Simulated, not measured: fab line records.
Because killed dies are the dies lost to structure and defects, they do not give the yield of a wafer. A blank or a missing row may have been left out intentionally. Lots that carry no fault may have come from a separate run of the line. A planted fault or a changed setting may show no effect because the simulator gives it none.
fab line records ; flow gf180mcu
record lots=15; wafers=45; lastDay=34
route steps=602 shown PSD@250 CONTACT@302 V1@352
lots untouched by any fault: they come from a run of this same line in which no faults occurred
startH: hours from the record's opening day to when the first of the lot's shown wafers began ; waitH: how many hours have passed since the lot's step before this one ; " identical to the entry in the row above ; L1.1+2: a single row standing in for several wafers ; - no value, or no start given ; * or withheld: withheld ; < > ~ a bound
route shown NAME@n: NAME is a module with steps in the file, n the number in the route of the first one ; usual: average and standard deviation across the fault-free wafers ; same: alike in all rows ; chamber/n: place in a boat ; sites: each site's reading ; _std_site: their standard deviation ; _edge_site: inner sites' mean taken away from outer sites' mean ; radiusMm: how far each site lies from the wafer's centre ; mask NAME#n: copy n ; behind: the last tool/chamber to shape the wafer ; hold: why the lot went on hold/how many hours it stayed there/how the hold came to an end ; device: the n, p or np transistor that did not switch ; end of line: tests run on the same wafers once the route is complete ; where a step has no rows: the recipe by itself ; killed: count of dies lost to structure and defects at first sort (not the wafer's yield) ; map: a wafer's dies, marking killed ones x, the rest . and places with no die _
set.NAME: the run value of the setting; set.NAME@STEP: its run value at that earlier step ; model.NAME: the simulator's own value behind a step, which no gauge read
steps of the route over a sample of lots; a table a step, a row a wafer
services: from which hour (startH, from the record's first day; less than 0 if before it) a tool's chamber was out of use, for how many hours, and why
## steps
# step GF_PSD_COAT_02
# recipe resist=NOVOLAK; spinRpm=3000; resistThkNm=1000
# usual chillPlateTempC=23.03/0.11; dispensePressureKPa=48.2/2.2
lot.wafer;tool;chamber;startH;waitH;chillPlateTempC;dispensePressureKPa
L240.1;lithoTrack-04;0;308.35;0.1;23.03;45.7
L240.2;lithoTrack-04;0;308.35;0.1;23.18;45.6
L240.3;lithoTrack-04;0;308.35;0.1;22.94;45.6
L241.1;lithoTrack-04;0;316.79;0.1;22.93;45.6
L241.5;lithoTrack-04;0;316.79;0.1;22.98;45.6
L241.6;lithoTrack-04;0;316.79;0.1;22.91;45.7
L242.1;lithoTrack-01;0;320.70;0.1;22.89;50.7
L242.3;lithoTrack-01;0;320.70;0.1;23.02;50.7
L242.6;lithoTrack-01;0;320.70;0.1;23.03;50.7
L243.2;lithoTrack-03;0;335.97;0.1;23.00;47.1
L243.3;lithoTrack-03;0;335.97;0.1;22.92;47.2
L243.4;lithoTrack-03;0;335.97;0.1;22.96;47.1
L244.1;lithoTrack-03;0;341.15;0.1;22.97;47.2
L244.4;lithoTrack-03;0;341.15;0.1;23.04;47.2
L244.5;lithoTrack-03;0;341.15;0.1;23.11;47.2
L245.2;lithoTrack-01;0;351.43;0.1;23.07;50.7
L245.4;lithoTrack-01;0;351.43;0.1;23.09;50.7
L245.5;lithoTrack-01;0;351.43;0.1;23.11;50.7
L249.2;lithoTrack-01;-;380.22;0.1;-;-
L249.5;lithoTrack-01;-;380.22;0.1;-;-
L249.6;lithoTrack-01;-;380.22;0.1;-;-
L250.1;lithoTrack-04;-;393.94;0.1;-;-
L250.4;lithoTrack-04;-;393.94;0.1;-;-
L250.6;lithoTrack-04;-;393.94;0.1;-;-
L251.1;lithoTrack-04;-;407.74;0.1;-;-
L251.5;lithoTrack-04;-;407.74;0.1;-;-
L251.6;lithoTrack-04;-;407.74;0.1;-;-
L258.2;lithoTrack-04;0;458.37;0.1;22.88;45.6
L258.4;lithoTrack-04;0;458.37;0.1;22.96;45.6
L258.6;lithoTrack-04;0;458.37;0.1;23.02;45.6
L259.2;lithoTrack-03;0;464.62;0.1;22.99;47.1
L259.3;lithoTrack-03;0;464.62;0.1;23.01;47.1
L259.6;lithoTrack-03;0;464.62;0.1;23.08;47.1
L260.2;lithoTrack-01;0;475.52;0.1;23.02;50.6
L260.4;lithoTrack-01;0;475.52;0.1;23.08;50.7
L260.5;lithoTrack-01;0;475.52;0.1;23.18;50.6
L261.1;lithoTrack-04;0;486.04;0.1;23.05;45.6
L261.3;lithoTrack-04;0;486.04;0.1;22.97;45.6
L261.6;lithoTrack-04;0;486.04;0.1;23.03;45.6
L262.1;lithoTrack-03;0;491.60;0.1;23.12;47.2
L262.2;lithoTrack-03;0;491.60;0.1;23.05;47.2
L262.4;lithoTrack-03;0;491.60;0.1;23.06;47.1
L263.1;lithoTrack-04;0;499.79;0.1;23.03;45.6
L263.2;lithoTrack-04;0;499.79;0.1;23.03;45.6
L263.6;lithoTrack-04;0;499.79;0.1;22.96;45.6
# step GF_PSD_CD_MEAS_07
# recipe targetCdNm=400
# usual cdNm=400.0/2.6
lot.wafer;tool;chamber;startH;waitH;cdNm
L240.1;cdSem-01;-;318.50;0.1;398.7
L240.2;cdSem-01;-;318.50;0.1;398.4
L240.3;cdSem-01;-;318.50;0.1;401.5
L241.1;cdSem-02;-;327.05;0.1;398.1
L241.5;cdSem-02;-;327.05;0.1;395.0
L241.6;cdSem-02;-;327.05;0.1;395.4
L242.1;cdSem-02;-;331.85;0.1;397.0
L242.3;cdSem-02;-;331.85;0.1;397.4
L242.6;cdSem-02;-;331.85;0.1;397.3
L243.2;cdSem-01;-;346.76;0.1;398.8
L243.3;cdSem-01;-;346.76;0.1;398.6
L243.4;cdSem-01;-;346.76;0.1;396.3
L244.1;cdSem-02;-;352.10;0.1;401.6
L244.4;cdSem-02;-;352.10;0.1;401.3
L244.5;cdSem-02;-;352.10;0.1;401.9
L245.2;cdSem-02;-;362.14;0.1;397.3
L245.4;cdSem-02;-;362.14;0.1;400.0
L245.5;cdSem-02;-;362.14;0.1;399.0
L249.2;cdSem-01;-;391.96;0.1;-
L249.5;cdSem-01;-;391.96;0.1;-
L249.6;cdSem-01;-;391.96;0.1;-
L250.1;cdSem-01;-;405.64;0.1;-
L250.4;cdSem-01;-;405.64;0.1;-
L250.6;cdSem-01;-;405.64;0.1;-
L251.1;cdSem-02;-;419.35;0.1;-
L251.5;cdSem-02;-;419.35;0.1;-
L251.6;cdSem-02;-;419.35;0.1;-
L258.2;cdSem-01;-;471.17;0.1;396.2
L258.4;cdSem-01;-;471.17;0.1;396.1
L258.6;cdSem-01;-;471.17;0.1;395.9
L259.2;cdSem-01;-;477.32;0.1;397.4
L259.3;cdSem-01;-;477.32;0.1;398.6
L259.6;cdSem-01;-;477.32;0.1;399.6
L260.2;cdSem-01;-;487.31;0.1;401.1
L260.4;cdSem-01;-;487.31;0.1;400.2
L260.5;cdSem-01;-;487.31;0.1;401.6
L261.1;cdSem-02;-;498.29;0.1;401.6
L261.3;cdSem-02;-;498.29;0.1;400.3
L261.6;cdSem-02;-;498.29;0.1;398.7
L262.1;cdSem-01;-;504.09;0.1;398.9
L262.2;cdSem-01;-;504.09;0.1;401.5
L262.4;cdSem-01;-;504.09;0.1;397.9
L263.1;cdSem-01;-;511.70;0.1;403.4
L263.2;cdSem-01;-;511.70;0.1;405.2
L263.6;cdSem-01;-;511.70;0.1;404.5
# step GF_CONTACT_OVL_MEAS_15
# usual CONTACT_OVL=1/6.3
lot.wafer;tool;chamber;startH;waitH;CONTACT_OVL[nm]
L240.1;overlay-02;-;363.91;0.1;-6
L240.2;overlay-02;-;363.91;0.1;2
L240.3;overlay-02;-;363.91;0.1;9
L241.1;overlay-01;-;372.77;0.1;2
L241.5;overlay-01;-;372.77;0.1;2
L241.6;overlay-01;-;372.77;0.1;0
L242.1;overlay-01;-;378.37;0.1;4
L242.3;overlay-01;-;378.37;0.1;2
L242.6;overlay-01;-;378.37;0.1;5
L243.2;overlay-02;-;394.03;0.1;-5
L243.3;overlay-02;-;394.03;0.1;-14
L243.4;overlay-02;-;394.03;0.1;-8
L244.1;overlay-02;-;399.28;0.1;-5
L244.4;overlay-02;-;399.28;0.1;-7
L244.5;overlay-02;-;399.28;0.1;-1
L245.2;overlay-01;-;411.52;0.1;-1
L245.4;overlay-01;-;411.52;0.1;6
L245.5;overlay-01;-;411.52;0.1;-3
L249.2;overlay-01;-;441.24;0.1;14
L249.5;overlay-01;-;441.24;0.1;7
L249.6;overlay-01;-;441.24;0.1;2
L250.1;overlay-02;-;455.77;0.1;-4
L250.4;overlay-02;-;455.77;0.1;8
L250.6;overlay-02;-;455.77;0.1;0
L251.1;overlay-01;-;470.37;0.1;9
L251.5;overlay-01;-;470.37;0.1;9
L251.6;overlay-01;-;470.37;0.1;7
L258.2;overlay-01;-;519.32;0.1;0
L258.4;overlay-01;-;519.32;0.1;-5
L258.6;overlay-01;-;519.32;0.1;8
L259.2;overlay-02;-;526.14;0.1;16
L259.3;overlay-02;-;526.14;0.1;4
L259.6;overlay-02;-;526.14;0.1;5
L260.2;overlay-02;-;535.89;0.1;-1
L260.4;overlay-02;-;535.89;0.1;-13
L260.5;overlay-02;-;535.89;0.1;-3
L261.1;overlay-02;-;548.71;0.1;2
L261.3;overlay-02;-;548.71;0.1;7
L261.6;overlay-02;-;548.71;0.1;4
L262.1;overlay-01;-;551.11;0.1;-4
L262.2;overlay-01;-;551.11;0.1;-1
L262.4;overlay-01;-;551.11;0.1;0
L263.1;overlay-02;-;558.67;0.1;-2
L263.2;overlay-02;-;558.67;0.1;3
L263.6;overlay-02;-;558.67;0.1;-10
# step GF_V1_ETCH_17
# recipe chemistry=C4F8/O2/Ar; maskMaterial=KrF; target=SiO2; stopOn=TiN; sourceW=1500; biasW=1200; pressureMtorr=40; c4f8FlowSccm=withheld; O2_flow_sccm=6; Ar_flow_sccm=300; timeS=withheld; targetDepthA=6300
# usual oesProductAu=0.855/0.0045
lot.wafer;tool;chamber;startH;waitH;oesProductAu
L240.1;rieDiel-01;1;-;-;0.851
L240.2;rieDiel-01;3;-;-;0.868
L240.3;rieDiel-01;2;-;-;0.846
L241.1;rieDiel-04;1;-;-;0.851
L241.5;rieDiel-04;3;-;-;0.854
L241.6;rieDiel-04;2;-;-;0.859
L242.1;rieDiel-02;0;-;-;0.850
L242.3;rieDiel-02;1;-;-;0.853
L242.6;rieDiel-02;2;-;-;0.850
L243.2;rieDiel-01;2;-;-;0.856
L243.3;rieDiel-01;1;-;-;0.852
L243.4;rieDiel-01;0;-;-;0.859
L244.1;rieDiel-04;2;-;-;0.858
L244.4;rieDiel-04;0;-;-;0.851
L244.5;rieDiel-04;2;-;-;0.866
L245.2;rieDiel-01;3;-;-;0.858
L245.4;rieDiel-01;0;-;-;0.853
L245.5;rieDiel-01;1;-;-;0.854
L249.2;rieDiel-04;0;-;-;0.855
L249.5;rieDiel-04;1;-;-;0.855
L249.6;rieDiel-04;0;-;-;0.850
L250.1;rieDiel-04;2;-;-;0.858
L250.4;rieDiel-04;0;-;-;0.858
L250.6;rieDiel-04;0;-;-;0.854
L251.1;rieDiel-04;0;-;-;0.861
L251.5;rieDiel-04;2;-;-;0.848
L251.6;rieDiel-04;1;-;-;0.859
L258.2;rieDiel-02;1;-;-;0.852
L258.4;rieDiel-02;0;-;-;0.851
L258.6;rieDiel-02;0;-;-;0.858
L259.2;rieDiel-02;3;-;-;0.849
L259.3;rieDiel-02;1;-;-;0.861
L259.6;rieDiel-02;1;-;-;0.848
L260.2;rieDiel-02;3;-;-;0.853
L260.4;rieDiel-02;3;-;-;0.859
L260.5;rieDiel-02;0;-;-;0.868
L261.1;rieDiel-01;3;-;-;0.861
L261.3;rieDiel-01;1;-;-;0.861
L261.6;rieDiel-01;2;-;-;0.861
L262.1;rieDiel-01;0;-;-;0.860
L262.2;rieDiel-01;1;-;-;0.862
L262.4;rieDiel-01;3;-;-;0.856
L263.1;rieDiel-01;1;-;-;0.857
L263.2;rieDiel-01;3;-;-;0.856
L263.6;rieDiel-01;2;-;-;0.852
# step GF_V1_RS_MEAS_24
# recipe thkMeasGauge=four-point-probe; reads=W_of_V1_CVD_23+TiN_of_V1_SPUTTER_22+Ti_of_V1_SPUTTER_21
# usual V1_W_RS=0.325/0.0047
lot.wafer;tool;chamber;startH;waitH;V1_W_RS[ohm/sq]
L240.1;filmMetro-03;-;413.69;0.1;0.329
L240.2;filmMetro-03;-;413.69;0.1;0.324
L240.3;filmMetro-03;-;413.69;0.1;0.325
L241.1;filmMetro-04;-;423.52;0.1;0.324
L241.5;filmMetro-04;-;423.52;0.1;0.325
L241.6;filmMetro-04;-;423.52;0.1;0.326
L242.1;filmMetro-04;-;429.74;0.1;0.328
L242.3;filmMetro-04;-;429.74;0.1;0.331
L242.6;filmMetro-04;-;429.74;0.1;0.318
L243.2;filmMetro-04;-;446.46;0.1;0.322
L243.3;filmMetro-04;-;446.46;0.1;0.321
L243.4;filmMetro-04;-;446.46;0.1;0.326
L244.1;filmMetro-03;-;451.28;0.1;0.320
L244.4;filmMetro-03;-;451.28;0.1;0.317
L244.5;filmMetro-03;-;451.28;0.1;0.320
L245.2;filmMetro-04;-;463.48;0.1;0.325
L245.4;filmMetro-04;-;463.48;0.1;0.329
L245.5;filmMetro-04;-;463.48;0.1;0.327
L249.2;filmMetro-01;-;492.16;0.1;0.329
L249.5;filmMetro-01;-;492.16;0.1;0.325
L249.6;filmMetro-01;-;492.16;0.1;0.327
L250.1;filmMetro-03;-;507.55;0.2;0.331
L250.4;filmMetro-03;-;507.55;0.2;0.331
L250.6;filmMetro-03;-;507.55;0.2;0.331
L251.1;filmMetro-03;-;520.23;0.1;0.326
L251.5;filmMetro-03;-;520.23;0.1;0.326
L251.6;filmMetro-03;-;520.23;0.1;0.325
L258.2;filmMetro-01;-;567.40;0.1;0.328
L258.4;filmMetro-01;-;567.40;0.1;0.330
L258.6;filmMetro-01;-;567.40;0.1;0.330
L259.2;filmMetro-04;-;574.90;0.1;0.314
L259.3;filmMetro-04;-;574.90;0.1;0.326
L259.6;filmMetro-04;-;574.90;0.1;0.328
L260.2;filmMetro-03;-;584.04;0.1;0.327
L260.4;filmMetro-03;-;584.04;0.1;0.329
L260.5;filmMetro-03;-;584.04;0.1;0.326
L261.1;filmMetro-03;-;596.27;0.1;0.323
L261.3;filmMetro-03;-;596.27;0.1;0.323
L261.6;filmMetro-03;-;596.27;0.1;0.320
L262.1;filmMetro-03;-;598.03;0.1;0.321
L262.2;filmMetro-03;-;598.03;0.1;0.327
L262.4;filmMetro-03;-;598.03;0.1;0.323
L263.1;filmMetro-01;-;604.88;0.1;0.324
L263.2;filmMetro-01;-;604.88;0.1;0.316
L263.6;filmMetro-01;-;604.88;0.1;0.316
## services
tool;chamber;startH;hours;kind
rieDiel-04;2;302.66;23.4;repair
lithoTrack-04;-;314.15;-;consumableReplace:filter
rieDiel-02;0;335.85;-;clean
rieDiel-02;0;335.85;21.3;scheduledDown
rieDiel-02;0;335.85;21.3;ventCycle
rieDiel-01;-;351.23;1.8;repair
rieDiel-02;1;357.13;-;clean
rieDiel-02;1;357.13;15.1;scheduledDown
rieDiel-02;1;357.13;15.1;ventCycle
rieDiel-02;2;376.56;8.6;repair
rieDiel-01;1;427.39;6.7;repair
rieDiel-04;2;480.25;7.9;repair
rieDiel-01;3;529.92;17.3;repair
rieDiel-04;3;547.80;23.8;repair
rieDiel-01;-;564.63;0.9;repair
rieDiel-02;-;565.33;0.5;repair
rieDiel-01;2;574.35;7.9;repair
rieDiel-01;-;576.40;0.5;repair
rieDiel-02;1;582.64;5.6;repair
rieDiel-02;3;583.86;10.8;repair
rieDiel-04;1;587.20;-;clean
rieDiel-04;1;587.20;20.2;scheduledDown
rieDiel-04;1;587.20;20.2;ventCycle
rieDiel-04;3;590.14;4.1;repair
## key
firstSign step=GF_PSD_COAT_02; reading=toolRecord; direction=missing
effect step=GF_PSD_CD_MEAS_07; reading=cdNm; direction=missing
metAt GF_PSD_COAT_02
struckLots L249,L250,L251
sortLeftOut L249.2,L249.5,L249.6,L250.1,L250.4,L250.6,L251.1,L251.5,L251.6
testerLeftOut L249,L250,L251
notActingAt GF_CONTACT_OVL_MEAS_15,GF_V1_ETCH_17,GF_V1_RS_MEAS_24
onsetBetween 351.43 380.22
fault kind=skippedStepWhole; tool=lithoTrack-01,lithoTrack-04; chamber=-; onsetH=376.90; steps=GF_PSD_COAT_02; scope=struckLotsOnly
# testerLeftOut: of these lots the tester's yield and bins aren't shown, on N5 and GAA mostly nor the transistor test; their killed dies are dies lost to structure and defects alone, not to doping, threshold or leakage, so they don't give the yield
# sortLeftOut: the simulated sort isn't trusted on such a fault, so these wafers' sort isn't shown, and their yield isn't known
